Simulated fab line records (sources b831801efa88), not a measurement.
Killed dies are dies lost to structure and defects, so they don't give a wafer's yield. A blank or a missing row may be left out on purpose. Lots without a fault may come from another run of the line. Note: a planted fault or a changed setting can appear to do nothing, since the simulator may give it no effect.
Chamber matching | flow sky130 | pecvd-01 running SKY_PASSIVATION_CVD_02: 3 sister chambers
The step deposits Si3N4, target thk 540 nm. 14 wafers are shown with their chamber, then 7 later ones without.

== WAFERS WITH THEIR CHAMBER ==
wafer  | chamber | heater power w (W)
L695.1 | 0       | 734
L695.3 | 1       | 677
L695.4 | 2       | 512
L708.3 | 0       | 620
L708.4 | 2       | 600
L708.6 | 1       | 779
L709.2 | 1       | 725
L709.3 | 2       | 586
L709.6 | 1       | 775
L710.2 | 0       | 693
L710.3 | 2       | 597
L710.4 | 0       | 730
L713.1 | 2       | 563
L713.4 | 0       | 698

SIGNATURES, as means of the wafers listed above
reading        | chamber 0 | chamber 1 | chamber 2 | scatter within a chamber
heater power w | 695.00    | 739.00    | 571.60    | 43.3
Rule: for each reading, subtract the chamber's mean from the wafer's reading, divide by that reading's scatter and square the result; add these up over the readings and take the root, which gives the wafer's distance from the chamber. If the next closest chamber is less than 2 further off than the closest, the wafer can't be placed; otherwise it belongs to the closest. The scatter: take each reading less its chamber's mean, square it, sum over the shown wafers, divide by the number of wafers less the number of chambers, and take the root.

== WAFERS MISSING THEIR CHAMBER ==
wafer  | heater power w (W)
L713.6 | 590
L714.1 | 761
L714.3 | 636
L714.6 | 768
L718.2 | 632
L718.3 | 759
L718.5 | 503

== CHAMBER TAKEN BY EACH ==
wafer  | from the rows above          | in truth
L713.6 | 2                            | 2
L714.1 | can't be placed: 1 or 0      | 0
L714.3 | can't be placed: 0 or 2 or 1 | 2
L714.6 | can't be placed: 1 or 0      | 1
L718.2 | can't be placed: 2 or 0 or 1 | 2
L718.3 | can't be placed: 1 or 0      | 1
L718.5 | 2                            | 2
Correctly placed: 2 of 7. From these rows, 5 cannot be placed; in 5 the true chamber is one of the candidates. Wrongly placed: 0.
